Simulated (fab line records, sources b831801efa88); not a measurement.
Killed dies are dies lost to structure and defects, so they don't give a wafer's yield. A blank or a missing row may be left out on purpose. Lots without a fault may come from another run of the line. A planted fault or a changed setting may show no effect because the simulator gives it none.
fab line records | flow sky130
record lots=5 wafers=15 last_day=49
route steps=708 shown SD_N@343 SD_P@359 RES_XHIGH@360 SALICIDE@361 LI_CONTACT@362
lots that met no fault: from a run of the same line without faults
start_h: hours from the record's first day to the start of the lot's first wafer shown | wait_h: hours since the lot's step before | " the same as in the row above | L1.1+2: a row that stands for several wafers | - no value, or no start given | * or withheld: withheld | < > ~ a bound
route shown NAME@n: a module of which the file shows steps, and the number in the route of the first | usual: mean/standard deviation of fault-free wafers | same: alike in all rows | chamber/n: place in a boat | sites: the reading at each site | _std_site: their standard deviation | _edge_site: outer sites' mean less inner sites' | radius_mm: how far each site lies from the wafer's centre | mask NAME#n: copy n | behind: the tool/chamber that last shaped the wafer | hold: why the lot was held/for how many hours/how that ended | device: the transistor (n, p or np) that didn't switch | end of line: the same wafers' tests at the end of the route | a step without rows: its recipe alone | killed: dies lost to structure and defects at the first sort, not the wafer's yield | map: a wafer's dies, x killed, . not, _ none there
set.NAME: the setting as run; set.NAME@STEP: as run at that earlier step | model.NAME: the simulator's own value behind a step, which no gauge read
lots at some steps of the route; a table a step, a row a wafer
services: from which hour (start_h, from the record's first day; less than 0 if before it) a tool's chamber was out of use, for how many hours, and why
## steps
# step SKY_SD_N_HMDS_01
# recipe prime_time_s=60 prime_temp_c=120
# usual resist_line_temp_C=22.96/0.097
# columns lot.wafer tool chamber start_h wait_h resist_line_temp_C
L077.3 litho_track-01 0 654.11 0.1 22.84
L077.4 " 0 " " 23.08
L077.5 " 0 " " 22.94
L081.1 litho_track-04 0 710.10 0.1 22.93
L081.3 " 0 " " 22.84
L081.6 " 0 " " 22.82
L082.3 litho_track-01 0 713.46 0.1 23.02
L082.4 " 0 " " 23.09
L082.6 " 0 " " 23.05
L090.2 litho_track-01 0 755.44 0.1 22.87
L090.3 " 0 " " 22.84
L090.4 " 0 " " 23.04
L092.1 litho_track-04 0 772.55 0.1 22.97
L092.5 " 0 " " 22.99
L092.6 " 0 " " 22.77
# step SKY_SD_N_COAT_02
# recipe resist=NOVOLAK spin_rpm=3000 resist_thk_nm=1140
# usual resist_line_temp_C=23.00/0.11 spin_speed_rpm=3000.3/2.4
# columns lot.wafer tool chamber start_h wait_h resist_line_temp_C spin_speed_rpm
L077.3 litho_track-01 0 654.26 0.1 22.95 3004.4
L077.4 " 0 " " 22.92 3000.1
L077.5 " 0 " " 22.73 3003.9
L081.1 litho_track-04 0 710.25 0.1 22.91 3001.3
L081.3 " 0 " " 22.97 3000.0
L081.6 " 0 " " 22.91 2996.2
L082.3 litho_track-01 0 713.61 0.1 22.94 3000.9
L082.4 " 0 " " 23.05 3000.0
L082.6 " 0 " " 23.14 2993.7
L090.2 litho_track-01 0 755.59 0.1 23.01 2998.5
L090.3 " 0 " " 23.00 2996.1
L090.4 " 0 " " 22.77 3003.1
L092.1 litho_track-04 0 772.70 0.1 23.07 3001.8
L092.5 " 0 " " 23.06 3002.5
L092.6 " 0 " " 22.78 3005.5
# step SKY_SD_N_SOFTBAKE_03
# recipe temp_c=90 time_s=60 resist=NOVOLAK
# usual resist_line_temp_C=22.99/0.1
# columns lot.wafer tool chamber start_h wait_h resist_line_temp_C
L077.3 litho_track-01 0 654.41 0.1 23.05
L077.4 " 0 " " 23.06
L077.5 " 0 " " 23.07
L081.1 litho_track-04 0 710.40 0.1 23.04
L081.3 " 0 " " 23.06
L081.6 " 0 " " 23.18
L082.3 litho_track-01 0 713.76 0.1 23.02
L082.4 " 0 " " 23.00
L082.6 " 0 " " 23.15
L090.2 litho_track-01 0 755.74 0.1 22.99
L090.3 " 0 " " 22.99
L090.4 " 0 " " 23.07
L092.1 litho_track-04 0 772.85 0.1 22.96
L092.5 " 0 " " 23.02
L092.6 " 0 " " 23.11
# step SKY_SD_N_EXPOSE_04
# recipe mask_id=NSDM na=0.6 source_shape=conventional sigma_outer=0.6 polarization=unpolarized target_cd_nm=380 dose_mj=141
# usual reticle_temp_C=23.02/0.095
# columns lot.wafer tool chamber start_h wait_h mask reticle_temp_C
L077.3 iline_stepper-02 0 - - NSDM#0 23.22
L077.4 " 0 " " NSDM#0 23.04
L077.5 " 0 " " NSDM#0 23.13
L081.1 iline_stepper-01 0 - - NSDM#0 22.93
L081.3 " 0 " " NSDM#0 23.03
L081.6 " 0 " " NSDM#0 23.09
L082.3 iline_stepper-01 0 - - NSDM#0 22.94
L082.4 " 0 " " NSDM#0 22.92
L082.6 " 0 " " NSDM#0 23.05
L090.2 iline_stepper-02 0 - - NSDM#0 23.15
L090.3 " 0 " " NSDM#0 22.95
L090.4 " 0 " " NSDM#0 22.95
L092.1 iline_stepper-01 0 - - NSDM#0 22.78
L092.5 " 0 " " NSDM#0 22.78
L092.6 " 0 " " NSDM#0 23.04
# step SKY_SD_N_PEB_05
# recipe temp_c=withheld time_s=* resist=NOVOLAK
# usual resist_line_temp_C=*
# columns lot.wafer tool chamber start_h wait_h resist_line_temp_C
L077.3 litho_track-03 0 - - *
L077.4 " 0 " " *
L077.5 " 0 " " *
L081.1 litho_track-04 0 - - *
L081.3 " 0 " " *
L081.6 " 0 " " *
L082.3 litho_track-03 0 - - *
L082.4 " 0 " " *
L082.6 " 0 " " *
L090.2 litho_track-03 0 - - *
L090.3 " 0 " " *
L090.4 " 0 " " *
L092.1 litho_track-04 0 - - *
L092.5 " 0 " " *
L092.6 " 0 " " *
# step SKY_SD_N_DEVELOP_06
# recipe resist=NOVOLAK developer=TMAH develop_time_s=60 dev_temp_c=23
# usual resist_line_temp_C=23.00/0.092
# columns lot.wafer tool chamber start_h wait_h resist_line_temp_C
L077.3 litho_track-03 0 667.96 0.1 22.95
L077.4 " 0 " " 22.93
L077.5 " 0 " " 23.10
L081.1 litho_track-04 0 723.55 0.1 23.03
L081.3 " 0 " " 23.07
L081.6 " 0 " " 23.12
L082.3 litho_track-03 0 727.21 0.1 23.35
L082.4 " 0 " " 22.95
L082.6 " 0 " " 23.05
L090.2 litho_track-03 0 768.43 0.1 23.03
L090.3 " 0 " " 22.98
L090.4 " 0 " " 23.05
L092.1 litho_track-04 0 785.85 0.1 23.09
L092.5 " 0 " " 22.96
L092.6 " 0 " " 23.09
# step SKY_SD_N_CD_MEAS_07
# recipe target_cd_nm=380
# usual cd_nm=379.7/2.3
# columns lot.wafer tool chamber start_h wait_h cd_nm
L077.3 cd_sem-02 - 668.10 0.1 378.0
L077.4 " - " " 379.2
L077.5 " - " " 381.5
L081.1 cd_sem-02 - 723.70 0.1 383.0
L081.3 " - " " 382.6
L081.6 " - " " 378.6
L082.3 cd_sem-01 - 727.35 0.1 376.9
L082.4 " - " " 379.7
L082.6 " - " " 380.1
L090.2 cd_sem-02 - 768.58 0.1 380.5
L090.3 " - " " 380.8
L090.4 " - " " 383.7
L092.1 cd_sem-02 - 786.00 0.1 375.7
L092.5 " - " " 375.2
L092.6 " - " " 373.3
# step SKY_SD_N_OVL_MEAS_08
# usual SD_N_OVL=0.3/1.2
# columns lot.wafer tool chamber start_h wait_h SD_N_OVL[nm]
L077.3 overlay-01 - 668.19 0.1 0.2
L077.4 " - " " -2.2
L077.5 " - " " -0.7
L081.1 overlay-02 - 723.82 0.1 0.8
L081.3 " - " " 1.2
L081.6 " - " " 3.1
L082.3 overlay-01 - 727.44 0.1 0.1
L082.4 " - " " 0.5
L082.6 " - " " -0.7
L090.2 overlay-01 - 768.69 0.1 -1.8
L090.3 " - " " -1.6
L090.4 " - " " -0.2
L092.1 overlay-02 - 786.12 0.1 0.0
L092.5 " - " " -0.5
L092.6 " - " " 0.0
# step SKY_SD_N_IMPLANT_09
# recipe species=As energy_kev=50 dose_cm2=4e+15 tilt_deg=0
# usual faraday_current_uA=11330/710
# columns lot.wafer tool chamber start_h wait_h faraday_current_uA
L077.3 implanter-04 0 668.26 0.1 10771
L077.4 " 0 " " 10760
L077.5 " 0 " " 10873
L081.1 implanter-04 0 723.86 0.0 10849
L081.3 " 0 " " 10778
L081.6 " 0 " " 10679
L082.3 implanter-04 0 727.51 0.1 10566
L082.4 " 0 " " 10490
L082.6 " 0 " " 10880
L090.2 implanter-04 0 768.74 0.0 10836
L090.3 " 0 " " 10735
L090.4 " 0 " " 10904
L092.1 implanter-04 0 786.16 0.0 10420
L092.5 " 0 " " 10576
L092.6 " 0 " " 10993
# step SKY_SD_N_IMPLANT_10
# recipe species=P energy_kev=20 dose_cm2=1e+14 tilt_deg=0
# usual faraday_current_uA=493/31
# columns lot.wafer tool chamber start_h wait_h faraday_current_uA
L077.3 implanter-04 0 668.41 0.1 462
L077.4 " 0 " " 480
L077.5 " 0 " " 469
L081.1 implanter-04 0 724.01 0.1 472
L081.3 " 0 " " 457
L081.6 " 0 " " 460
L082.3 implanter-04 0 727.66 0.1 470
L082.4 " 0 " " 480
L082.6 " 0 " " 462
L090.2 implanter-04 0 768.89 0.1 473
L090.3 " 0 " " 451
L090.4 " 0 " " 476
L092.1 implanter-04 0 786.31 0.1 458
L092.5 " 0 " " 465
L092.6 " 0 " " 473
# step SKY_SD_N_STRIP_11
# recipe chemistry=O2/N2 power_w=1400 pressure_mtorr=1500 platen_temp_c=withheld o2_flow_sccm=3000 n2_flow_sccm=300 overash_fraction=0.5
# usual drypump_motor_current_A=6.0/0.37 o2_flow_sccm=3001/8.6 oes_product_au=0.527/0.0047 strip_time_to_endpoint_s=22.56/0.042
# columns lot.wafer tool chamber start_h wait_h drypump_motor_current_A o2_flow_sccm oes_product_au rf_hours_counter_h strip_time_to_endpoint_s
L077.3 plasma_asher-02 0 668.55 0.1 6.5 2998 0.525 - 22.58
L077.4 " 1 " " 5.8 2973 0.532 - 22.55
L077.5 " 1 " " 5.9 2985 0.525 - 22.61
L081.1 plasma_asher-02 0 724.16 0.1 6.5 2995 0.536 63 22.51
L081.3 " 0 " " 6.5 3002 0.521 - 22.58
L081.6 " 0 " " 6.5 3010 0.532 - 22.60
L082.3 plasma_asher-03 0 727.80 0.1 5.9 2997 0.523 - 22.57
L082.4 " 1 " " 5.6 3002 0.521 - 22.57
L082.6 " 1 " " 5.6 2990 0.523 - 22.58
L090.2 plasma_asher-02 1 769.02 0.1 5.8 3005 0.523 67 22.53
L090.3 " 1 " " 5.8 3013 0.530 - 22.59
L090.4 " 0 " " 6.5 3016 0.525 - 22.51
L092.1 plasma_asher-01 0 786.46 0.1 6.1 3001 0.529 32 22.51
L092.5 " 1 " " 5.3 2996 0.537 - 22.53
L092.6 " 0 " " 6.1 3003 0.523 - 22.54
# step SKY_SD_N_TW_MEAS_12
# usual SD_N_TW=3970/43
# columns lot.wafer tool chamber start_h wait_h SD_N_TW
L077.3 film_metro-02 - 668.63 0.1 3990
L077.4 " - " " 4027
L077.5 " - " " 4003
L081.1 film_metro-03 - 724.26 0.1 3988
L081.3 " - " " 3967
L081.6 " - " " 3973
L082.3 film_metro-03 - 727.88 0.1 3996
L082.4 " - " " 3997
L082.6 " - " " 3972
L090.2 film_metro-02 - 769.13 0.1 3996
L090.3 " - " " 4004
L090.4 " - " " 4013
L092.1 film_metro-01 - 786.56 0.1 3894
L092.5 " - " " 3900
L092.6 " - " " 3908
# step SKY_SD_N_CLEAN_13
# recipe chemistry=SC1/SC2 mix=1:4:20 temp_c=70 time_s=150 dry=n2_spin
# columns lot.wafer tool chamber start_h wait_h
L077.3+4+5 wet_bench-02 2 668.67 0.0
L081.1+3+6 wet_bench-02 3 724.32 0.1
L082.3+4+6 wet_bench-02 1 727.92 0.0
L090.2+3+4 wet_bench-04 2 769.18 0.0
L092.1+5+6 wet_bench-03 2 786.62 0.1
# step SKY_SD_N_RTA_14
# recipe temp_c=1075 time_s=2 idle_temp_c=650 ramp_up_c_per_s=150 ramp_down_c_per_s=90 ambient=N2
# usual lamp_power_pct=15.74/0.054 wafer_temp_C_max=1078.1/1.3
# columns lot.wafer tool chamber start_h wait_h lamp_power_pct wafer_temp_C_max
L077.3 rtp_anneal-02 0 668.75 0.0 15.71 1077.8
L077.4 " 0 " " 15.75 1075.6
L077.5 " 0 " " 15.83 1078.8
L081.1 rtp_anneal-01 0 724.37 0.0 15.79 1079.6
L081.3 " 0 " " 15.74 1076.9
L081.6 " 0 " " 15.84 1077.0
L082.3 rtp_anneal-02 0 728.00 0.0 15.72 1077.7
L082.4 " 0 " " 15.72 1079.3
L082.6 " 0 " " 15.70 1080.0
L090.2 rtp_anneal-02 0 769.28 0.0 15.76 1077.9
L090.3 " 0 " " 15.63 1077.9
L090.4 " 0 " " 15.83 1076.4
L092.1 rtp_anneal-02 0 786.67 0.0 15.72 1077.8
L092.5 " 0 " " 15.77 1079.2
L092.6 " 0 " " 15.76 1079.3
# step SKY_SD_N_RS_MEAS_16
# recipe thk_meas_gauge=four-point-probe
# usual SD_N_RS=68.55/0.11
# columns lot.wafer tool chamber start_h wait_h SD_N_RS[ohm/sq]
L077.3 film_metro-01 - 668.95 0.1 68.57
L077.4 " - " " 68.55
L077.5 " - " " 68.37
L081.1 film_metro-02 - 724.55 0.1 68.36
L081.3 " - " " 68.65
L081.6 " - " " 68.41
L082.3 film_metro-02 - 728.19 0.1 68.59
L082.4 " - " " 68.63
L082.6 " - " " 68.52
L090.2 film_metro-02 - 769.47 0.1 68.52
L090.3 " - " " 68.35
L090.4 " - " " 68.55
L092.1 film_metro-01 - 786.84 0.1 68.61
L092.5 " - " " 68.63
L092.6 " - " " 68.64
# step SKY_SD_N_RS_MEAS_17
# recipe thk_meas_gauge=four-point-probe
# usual SD_P_RS=147.1/0.36
# columns lot.wafer tool chamber start_h wait_h SD_P_RS[ohm/sq]
L077.3 film_metro-01 - 669.07 0.1 147.6
L077.4 " - " " 146.9
L077.5 " - " " 147.1
L081.1 film_metro-02 - 724.67 0.1 147.7
L081.3 " - " " 148.0
L081.6 " - " " 147.0
L082.3 film_metro-02 - 728.31 0.1 147.0
L082.4 " - " " 147.4
L082.6 " - " " 147.5
L090.2 film_metro-02 - 769.59 0.1 147.1
L090.3 " - " " 147.1
L090.4 " - " " 147.0
L092.1 film_metro-01 - 786.96 0.1 147.3
L092.5 " - " " 147.4
L092.6 " - " " 146.9
# step SKY_SD_N_RS_MEAS_18
# recipe thk_meas_gauge=four-point-probe
# usual RES_XHIGH_RS=333.1/1.1
# columns lot.wafer tool chamber start_h wait_h RES_XHIGH_RS[ohm/sq]
L077.3 film_metro-01 - 669.19 0.1 333.7
L077.4 " - " " 334.1
L077.5 " - " " 333.3
L081.1 film_metro-02 - 724.79 0.1 331.4
L081.3 " - " " 332.6
L081.6 " - " " 330.2
L082.3 film_metro-02 - 728.43 0.1 332.9
L082.4 " - " " 332.8
L082.6 " - " " 331.8
L090.2 film_metro-02 - 769.71 0.1 333.8
L090.3 " - " " 333.8
L090.4 " - " " 334.0
L092.1 film_metro-01 - 787.08 0.1 333.7
L092.5 " - " " 335.4
L092.6 " - " " 333.2
# step SKY_SALICIDE_CLEAN_00
# recipe chemistry=HF-last time_s=30 dilution=100:1 dry=ipa_marangoni
# columns lot.wafer tool chamber start_h wait_h
L077.3+4+5 wet_bench-01 2 669.27 0.1
L081.1+3+6 wet_bench-03 0 724.91 0.1
L082.3+4+6 wet_bench-02 3 728.51 0.1
L090.2+3+4 wet_bench-03 2 769.81 0.1
L092.1+5+6 wet_bench-01 1 787.20 0.1
# step SKY_LI_CONTACT_HDPCVD_00
# recipe material=PSG target_thk_nm=930 sigma_open_frac=0.3 time_s=155 temp_c=600 sih4_flow_sccm=60 pressure_mtorr=6
# columns lot.wafer tool chamber start_h wait_h
L077.3+4+5 hdpcvd-01 1,2,0 669.28 0.0
L081.1+3+6 hdpcvd-02 2,0,2 724.92 0.0
L082.3+4+6 hdpcvd-01 0,2,0 728.53 0.0
L090.2+3+4 hdpcvd-01 2,0,1 769.83 0.0
L092.1+5+6 hdpcvd-01 2,0,1 787.22 0.0
# step SKY_LI_CONTACT_THK_MEAS_01
# recipe reads=PSG_of_LI_CONTACT_HDPCVD_00
# usual LI_CONTACT_HDPCVD_THK=927/11
# columns lot.wafer tool chamber start_h wait_h LI_CONTACT_HDPCVD_THK[nm]
L077.3 film_metro-02 - 669.41 0.1 910
L077.4 " - " " 921
L077.5 " - " " 914
L081.1 film_metro-01 - 725.02 0.1 941
L081.3 " - " " 929
L081.6 " - " " 939
L082.3 film_metro-01 - 728.65 0.1 945
L082.4 " - " " 936
L082.6 " - " " 939
L090.2 film_metro-01 - 769.94 0.1 919
L090.3 " - " " 945
L090.4 " - " " 931
L092.1 film_metro-03 - 787.32 0.1 935
L092.5 " - " " 933
L092.6 " - " " 928
# step SKY_LI_CONTACT_CMP_02
# recipe material=PSG down_force_psi=4 platen_rpm=60 pad_velocity_m_s=0.94248
# usual edge_zone_pressure_frac=1.001/0.0054 motor_current_A=12.2/1.2 slurry_flow_ml_min=150.0/0.52 time_to_endpoint_s=32.2/2.6
# columns lot.wafer tool chamber start_h wait_h edge_zone_pressure_frac motor_current_A slurry_flow_ml_min time_to_endpoint_s
L077.4 cmp-01 1 669.50 0.1 0.996 13.9 150.1 28.2
L077.3 " 2 " " 1.008 10.1 149.6 32.5
L077.5 " 1 " " 1.005 13.2 149.0 26.9
L081.3 cmp-02 3 725.13 0.1 0.995 11.0 149.4 28.5
L081.1 " 0 " " 1.002 12.7 150.0 33.3
L081.6 " 3 " " 0.994 11.2 149.7 30.7
L082.4 cmp-01 3 728.69 0.0 0.999 12.0 149.7 32.4
L082.3 " 2 " " 1.002 9.9 150.1 30.3
L082.6 " 0 " " 1.000 12.7 150.7 28.7
L090.3 cmp-01 2 769.99 0.0 0.994 10.2 149.4 31.2
L090.4 " 3 " " 0.998 12.4 150.1 34.7
L090.2 " 0 " " 1.007 12.9 149.7 31.5
L092.1 cmp-01 0 787.48 0.1 1.001 11.8 149.7 35.4
L092.5 " 2 " " 0.999 10.1 149.9 30.5
L092.6 " 3 " " 0.997 12.3 149.9 34.7
# step SKY_LI_CONTACT_BOW_MEAS_03
# recipe mode=bow
# usual LI_CONTACT_BOW=55/6.3
# columns lot.wafer tool chamber start_h wait_h LI_CONTACT_BOW[um]
L077.3 film_metro-02 - 669.79 0.2 52
L077.4 " - " " 52
L077.5 " - " " 56
L081.1 film_metro-03 - 725.38 0.1 64
L081.3 " - " " 45
L081.6 " - " " 48
L082.3 film_metro-03 - 729.03 0.1 66
L082.4 " - " " 58
L082.6 " - " " 36
L090.2 film_metro-02 - 770.31 0.2 59
L090.3 " - " " 55
L090.4 " - " " 54
L092.1 film_metro-01 - 787.68 0.1 52
L092.5 " - " " 57
L092.6 " - " " 49
# step SKY_LI_CONTACT_DEHYDRATE_04
# recipe temp_c=200 time_s=60
# usual resist_line_temp_C=23.00/0.11
# columns lot.wafer tool chamber start_h wait_h resist_line_temp_C
L077.3 litho_track-02 0 683.07 13.3 23.11
L077.4 " 0 " " 23.05
L077.5 " 0 " " 23.01
L081.1 litho_track-04 0 738.80 13.4 22.92
L081.3 " 0 " " 22.97
L081.6 " 0 " " 23.00
L082.3 litho_track-04 0 742.45 13.4 22.98
L082.4 " 0 " " 22.97
L082.6 " 0 " " 23.03
L090.2 litho_track-04 0 783.28 12.9 23.09
L090.3 " 0 " " 23.25
L090.4 " 0 " " 23.21
L092.1 litho_track-02 0 800.72 13.0 22.98
L092.5 " 0 " " 22.86
L092.6 " 0 " " 22.92
# step SKY_LI_CONTACT_HMDS_05
# recipe prime_time_s=60 prime_temp_c=120
# usual resist_line_temp_C=23.00/0.1
# columns lot.wafer tool chamber start_h wait_h resist_line_temp_C
L077.3 litho_track-02 0 683.22 0.1 22.86
L077.4 " 0 " " 23.09
L077.5 " 0 " " 22.87
L081.1 litho_track-04 0 738.95 0.1 22.89
L081.3 " 0 " " 22.86
L081.6 " 0 " " 23.03
L082.3 litho_track-04 0 742.60 0.1 22.96
L082.4 " 0 " " 23.00
L082.6 " 0 " " 23.09
L090.2 litho_track-04 0 783.43 0.1 22.81
L090.3 " 0 " " 23.17
L090.4 " 0 " " 23.09
L092.1 litho_track-02 0 800.87 0.1 22.95
L092.5 " 0 " " 22.90
L092.6 " 0 " " 22.88
# step SKY_LI_CONTACT_COAT_06
# recipe resist=BARC temp_c=withheld time_s=withheld spin_rpm=3000 resist_thk_nm=60
# usual resist_line_temp_C=* spin_speed_rpm=3000.1/2.3
# columns lot.wafer tool chamber start_h wait_h resist_line_temp_C spin_speed_rpm
L077.3 litho_track-02 0 683.37 0.1 * 2999.4
L077.4 " 0 " " * 2998.3
L077.5 " 0 " " * 2997.0
L081.1 litho_track-04 0 739.10 0.1 * 2996.9
L081.3 " 0 " " * 3000.8
L081.6 " 0 " " * 2999.2
L082.3 litho_track-04 0 742.75 0.1 * 3006.5
L082.4 " 0 " " * 2997.6
L082.6 " 0 " " * 3002.5
L090.2 litho_track-04 0 783.58 0.1 * 2999.3
L090.3 " 0 " " * 3002.3
L090.4 " 0 " " * 2998.6
L092.1 litho_track-02 0 801.02 0.1 * 2997.7
L092.5 " 0 " " * 2998.7
L092.6 " 0 " " * 3001.0
# step SKY_LI_CONTACT_COAT_07
# recipe resist=KrF-thick spin_rpm=3000 resist_thk_nm=450
# usual resist_line_temp_C=23.00/0.1 spin_speed_rpm=3000.3/2.2
# columns lot.wafer tool chamber start_h wait_h resist_line_temp_C spin_speed_rpm
L077.3 litho_track-02 0 - - 23.19 2997.4
L077.4 " 0 " " 23.13 2999.7
L077.5 " 0 " " 23.09 2998.7
L081.1 litho_track-04 0 - - 23.04 2999.0
L081.3 " 0 " " 23.26 2996.7
L081.6 " 0 " " 22.98 2997.2
L082.3 litho_track-04 0 - - 22.90 2999.7
L082.4 " 0 " " 22.83 3001.6
L082.6 " 0 " " 22.86 3001.0
L090.2 litho_track-04 0 - - 23.12 3001.3
L090.3 " 0 " " 22.91 2998.7
L090.4 " 0 " " 22.92 2999.7
L092.1 litho_track-02 0 - - 22.98 2998.6
L092.5 " 0 " " 22.98 2999.0
L092.6 " 0 " " 23.01 2999.6
# step SKY_LI_CONTACT_SOFTBAKE_08
# recipe temp_c=100 time_s=90 resist=KrF-thick
# usual resist_line_temp_C=23.00/0.1
# columns lot.wafer tool chamber start_h wait_h resist_line_temp_C
L077.3 litho_track-02 0 - - 22.99
L077.4 " 0 " " 23.11
L077.5 " 0 " " 23.19
L081.1 litho_track-04 0 - - 23.03
L081.3 " 0 " " 22.90
L081.6 " 0 " " 22.83
L082.3 litho_track-04 0 - - 22.95
L082.4 " 0 " " 23.17
L082.6 " 0 " " 22.90
L090.2 litho_track-04 0 - - 23.04
L090.3 " 0 " " 23.05
L090.4 " 0 " " 22.94
L092.1 litho_track-02 0 - - 22.82
L092.5 " 0 " " 22.92
L092.6 " 0 " " 22.85
# step SKY_LI_CONTACT_EXPOSE_09
# recipe mask_id=LICM1 na=0.8 source_shape=annular sigma_inner=0.55 sigma_outer=0.85 target_cd_nm=170 dose_mj=38
# usual reticle_temp_C=22.99/0.098
# columns lot.wafer tool chamber start_h wait_h mask reticle_temp_C
L077.3 krf_scanner-01 0 - - LICM1#0 22.93
L077.4 " 0 " " LICM1#0 23.11
L077.5 " 0 " " LICM1#0 23.01
L081.1 krf_scanner-01 0 - - LICM1#0 22.90
L081.3 " 0 " " LICM1#0 22.89
L081.6 " 0 " " LICM1#0 22.88
L082.3 krf_scanner-01 0 - - LICM1#0 23.04
L082.4 " 0 " " LICM1#0 22.88
L082.6 " 0 " " LICM1#0 23.03
L090.2 krf_scanner-02 0 - - LICM1#0 23.11
L090.3 " 0 " " LICM1#0 22.92
L090.4 " 0 " " LICM1#0 22.89
L092.1 krf_scanner-02 0 - - LICM1#0 23.02
L092.5 " 0 " " LICM1#0 23.09
L092.6 " 0 " " LICM1#0 23.03
# step SKY_LI_CONTACT_PEB_10
# recipe peb_temp_c=withheld peb_time_s=withheld resist=KrF-thick
# usual resist_line_temp_C=*
# columns lot.wafer tool chamber start_h wait_h resist_line_temp_C
L077.3 litho_track-02 0 - - *
L077.4 " 0 " " *
L077.5 " 0 " " *
L081.1 litho_track-04 0 - - *
L081.3 " 0 " " *
L081.6 " 0 " " *
L082.3 litho_track-01 0 - - *
L082.4 " 0 " " *
L082.6 " 0 " " *
L090.2 litho_track-01 0 - - *
L090.3 " 0 " " *
L090.4 " 0 " " *
L092.1 litho_track-02 0 - - *
L092.5 " 0 " " *
L092.6 " 0 " " *
# step SKY_LI_CONTACT_DEVELOP_11
# recipe develop_time_s=60 resist=KrF-thick dev_temp_c=21
# usual resist_line_temp_C=22.98/0.11
# columns lot.wafer tool chamber start_h wait_h resist_line_temp_C
L077.3 litho_track-02 0 - - 22.89
L077.4 " 0 " " 22.99
L077.5 " 0 " " 22.98
L081.1 litho_track-04 0 - - 22.79
L081.3 " 0 " " 23.21
L081.6 " 0 " " 22.96
L082.3 litho_track-01 0 - - 23.17
L082.4 " 0 " " 23.16
L082.6 " 0 " " 23.01
L090.2 litho_track-01 0 - - 22.88
L090.3 " 0 " " 23.09
L090.4 " 0 " " 22.94
L092.1 litho_track-02 0 - - 22.82
L092.5 " 0 " " 22.94
L092.6 " 0 " " 22.94
# step SKY_LI_CONTACT_CD_MEAS_12
# recipe target_cd_nm=170
# usual cd_nm=170.2/1.6
# columns lot.wafer tool chamber start_h wait_h cd_nm
L077.3 cd_sem-01 - 697.86 - 169.5
L077.4 " - " " 169.3
L077.5 " - " " 168.8
L081.1 cd_sem-02 - 752.90 - 169.9
L081.3 " - " " 170.4
L081.6 " - " " 169.6
L082.3 cd_sem-01 - 756.55 - 168.4
L082.4 " - " " 169.1
L082.6 " - " " 170.0
L090.2 cd_sem-02 - 797.03 - 170.1
L090.3 " - " " 168.7
L090.4 " - " " 169.1
L092.1 cd_sem-02 - 814.22 - 169.1
L092.5 " - " " 169.5
L092.6 " - " " 168.3
# step SKY_LI_CONTACT_OVL_MEAS_13
# usual LI_CONTACT_OVL=-3/5
# columns lot.wafer tool chamber start_h wait_h LI_CONTACT_OVL[nm]
L077.3 overlay-01 - 697.95 0.1 -1
L077.4 " - " " -3
L077.5 " - " " 1
L081.1 overlay-01 - 753.02 0.1 3
L081.3 " - " " 0
L081.6 " - " " 1
L082.3 overlay-01 - 756.64 0.1 -7
L082.4 " - " " -9
L082.6 " - " " -4
L090.2 overlay-02 - 797.14 0.1 -11
L090.3 " - " " -5
L090.4 " - " " -11
L092.1 overlay-01 - 814.34 0.1 -2
L092.5 " - " " -2
L092.6 " - " " -7
# step SKY_LI_CONTACT_ETCH_14
# recipe chemistry=N2/H2 target=BARC ion_energy_ev=200 source_w=500 bias_w=100 pressure_mtorr=30 n2_flow_sccm=100 h2_flow_sccm=200 stop_on=SiO2 time_s=45.9 target_depth_a=600
# usual drypump_motor_current_A=5.78/0.28 oes_product_au=0.855/0.0043 throttle_valve_pct=13.225/0.0084
# columns lot.wafer tool chamber start_h wait_h drypump_motor_current_A oes_product_au rf_hours_counter_h throttle_valve_pct
L077.3 rie_diel-03 2 697.97 0.0 6.24 0.853 3 13.215
L077.4 " 3 " " 5.24 0.864 9 13.217
L077.5 " 3 " " 5.24 0.852 - 13.229
L081.1 rie_diel-01 1 753.06 0.0 5.84 0.851 12 13.237
L081.3 " 0 " " 5.90 0.853 10 13.236
L081.6 " 1 " " 5.83 0.853 - 13.230
L082.3 rie_diel-01 1 756.67 0.0 5.83 0.866 12 13.229
L082.4 " 0 " " 5.88 0.858 10 13.209
L082.6 " 1 " " 5.85 0.848 - 13.236
L090.2 rie_diel-01 3 797.17 0.0 5.57 0.857 11 13.218
L090.3 " 0 " " 5.87 0.852 11 13.217
L090.4 " 2 " " 5.80 0.857 18 13.228
L092.1 rie_diel-04 0 814.37 0.0 5.97 0.864 11 13.239
L092.5 " 3 " " 5.81 0.852 - 13.232
L092.6 " 0 " " 6.01 0.850 - 13.219
# step SKY_LI_CONTACT_ETCH_15
# recipe target=PSG chemistry=C4F8/O2/Ar stop_on=Si taper_deg=4.15 mask_material=KrF-thick source_w=1500 bias_w=1200 pressure_mtorr=40 c4f8_flow_sccm=withheld O2_flow_sccm=6 Ar_flow_sccm=300 time_s=withheld target_depth_a=6000
# usual oes_product_au=0.837/0.0046
# columns lot.wafer tool chamber start_h wait_h oes_product_au
L077.3 rie_diel-03 2 698.01 0.0 0.841
L077.4 " 3 " " 0.832
L077.5 " 3 " " 0.840
L081.1 rie_diel-01 1 753.10 0.0 0.832
L081.3 " 0 " " 0.838
L081.6 " 1 " " 0.844
L082.3 rie_diel-01 1 756.71 0.0 0.841
L082.4 " 0 " " 0.841
L082.6 " 1 " " 0.838
L090.2 rie_diel-01 3 797.21 0.0 0.840
L090.3 " 0 " " 0.839
L090.4 " 2 " " 0.838
L092.1 rie_diel-04 0 814.42 0.0 0.840
L092.5 " 3 " " 0.847
L092.6 " 0 " " 0.838
## services
# columns tool chamber start_h hours kind
krf_scanner-02 - 630.66 3.6 pm
hdpcvd-01 - 634.93 0.6 repair
wet_bench-01 - 641.48 3.0 repair
krf_scanner-02 - 646.13 1.3 pm
hdpcvd-01 - 650.75 15.0 pm
krf_scanner-02 - 659.19 0.8 pm
krf_scanner-01 - 660.70 0.8 pm
implanter-04 - 662.84 2.7 repair
krf_scanner-01 - 664.06 1.0 pm
krf_scanner-02 - 664.52 1.0 repair
iline_stepper-02 - 673.03 2.1 pm
iline_stepper-02 - 683.18 1.7 pm
rie_diel-04 - 683.24 2.8 pm
rie_diel-03 3 688.97 2.4 repair
iline_stepper-01 - 697.35 6.2 repair
rie_diel-01 2 700.56 2.5 repair
krf_scanner-01 - 701.52 0.8 repair
rtp_anneal-02 - 716.87 8.4 pm
cmp-01 - 721.35 2.6 repair
hdpcvd-01 - 737.64 1.6 repair
krf_scanner-01 - 740.90 1.3 pm
rie_diel-01 - 744.40 0.3 repair
implanter-04 - 758.32 1.7 repair
cmp-01 - 786.86 0.5 repair
## key
fault none
